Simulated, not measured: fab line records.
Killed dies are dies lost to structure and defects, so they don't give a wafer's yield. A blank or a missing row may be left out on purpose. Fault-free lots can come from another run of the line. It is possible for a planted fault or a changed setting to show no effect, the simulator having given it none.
Which tool did it? / flow gf180mcu / 12 lots, 36 wafers sampled, at 1 step of a route of 602

== WHAT THE GAUGES SHOWED, per wafer ==
GF_M4_CD_MEAS_14 targets a cd of 280 nm.
lot=L075; measured=day 23 16:38; on=cd_sem-01; cd_nm (nm)=280.5 281.6 281.7
lot=L077; measured=day 24 09:15; on=cd_sem-02; cd_nm (nm)=279.6 279.3 279.7
lot=L080; measured=day 25 15:49; on=cd_sem-01; cd_nm (nm)=280.3 280.0 280.6
lot=L081; measured=day 26 00:59; on=cd_sem-01; cd_nm (nm)=280.3 280.6 280.3
lot=L083; measured=day 26 20:39; on=cd_sem-02; cd_nm (nm)=280.2 279.5 279.2
lot=L085; measured=day 27 10:35; on=cd_sem-01; cd_nm (nm)=278.6 278.5 278.3
lot=L087; measured=day 28 02:43; on=cd_sem-02; cd_nm (nm)=279.3 279.5 279.6
lot=L089; measured=day 28 16:13; on=cd_sem-02; cd_nm (nm)=281.7 281.4 279.9
lot=L091; measured=day 29 08:14; on=cd_sem-01; cd_nm (nm)=278.1 278.4 279.0
lot=L094; measured=day 29 18:05; on=cd_sem-01; cd_nm (nm)=277.5 277.6 277.8
lot=L095; measured=day 30 04:32; on=cd_sem-01; cd_nm (nm)=277.3 277.8 277.4
lot=L097; measured=day 30 15:07; on=cd_sem-02; cd_nm (nm)=278.1 279.2 279.0

== WHICH TOOL RAN EACH LOT (tool, then ch and the chambers of the sampled wafers, then the start) ==
There is no process step in the record ahead of these readings.

== THE ANSWER, worked out from the rows above alone ==
Rule: the usual values come from the lots themselves. Put in order of their means at a reading, lots are off if they are a third of the lots or fewer, leave a main group of 4 or more, and stand apart from it by a gap of 3 or more times the standard deviation of the main group's means; of several such gaps the widest counts. A main group is skipped when, at the precision printed for the reading in the tables above, its means are all equal. Also off: a lot with no number at a reading for which 4 or more lots have one. The other lots that the step has rows for count as sound.
Nothing can be told from this: no lot is off at any reading shown.

== WHAT THE SIMULATOR HAD PUT IN ==
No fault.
